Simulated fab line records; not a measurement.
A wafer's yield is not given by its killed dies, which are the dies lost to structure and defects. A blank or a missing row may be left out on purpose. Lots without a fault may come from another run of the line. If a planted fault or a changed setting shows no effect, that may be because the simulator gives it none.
Which of the tools did it?	flow sky130	6 lots with 18 wafers sampled at 3 steps, on a route of 708 steps

WHAT THE GAUGES SHOWED, per wafer
SKY_LDD_LDN_TW_MEAS_13.
lot	measured	on	LDD_LDN_TW
L737	day 24 23:01	film-metro-03	1454 1455 1461
L740	day 26 04:41	film-metro-04	1506 1504 1509
L743	day 27 05:16	film-metro-03	1451 1454 1457
L746	day 28 14:35	film-metro-03	1454 1449 1462
L749	day 29 06:07	film-metro-02	1434 1438 1446
L751	day 29 16:32	film-metro-03	1385 1387 1387

WHAT TOOL EACH LOT RAN ON (gives the tool, then ch and the chambers of the sampled wafers, and finally the start)
lot	SKY_LDD_LDN_IMPLANT_09	SKY_LDD_LDN_STRIP_12
L737	implanter-03 ch 0, day 24 22:28	plasma-asher-04 ch 0,1, day 24 22:55
L740	implanter-01 ch 0, day 26 04:10	plasma-asher-03 ch 0,1, day 26 04:36
L743	implanter-01 ch 0, day 27 04:43	plasma-asher-03 ch 0,1, day 27 05:10
L746	implanter-03 ch 0, day 28 14:05	plasma-asher-01 ch 0,1, day 28 14:29
L749	implanter-03 ch 0, day 29 05:34	plasma-asher-01 ch 0,1, day 29 06:01
L751	implanter-03 ch 0, day 29 16:00	plasma-asher-04 ch 0,1, day 29 16:25
- SKY_LDD_LDN_IMPLANT_09
- SKY_LDD_LDN_STRIP_12: strips in O2/N2.

THE ANSWER, worked out from the rows above alone
Rule: usual is defined by the lots themselves. Put in order of their means at a reading, lots are off if they are a third of the lots or fewer, leave a main group of 4 or more, and stand apart from it by a gap of 3 or more times the standard deviation of the main group's means; of several such gaps the widest counts. A main group is skipped when, at the precision printed for the reading in the tables above, its means are all equal. Also off: a lot with no number at a reading for which 4 or more lots have one. Any other lot the step has rows for is counted as sound.
No lot is off on any of the readings shown, so nothing can be concluded from this.

WHAT WAS PUT IN BY THE SIMULATOR
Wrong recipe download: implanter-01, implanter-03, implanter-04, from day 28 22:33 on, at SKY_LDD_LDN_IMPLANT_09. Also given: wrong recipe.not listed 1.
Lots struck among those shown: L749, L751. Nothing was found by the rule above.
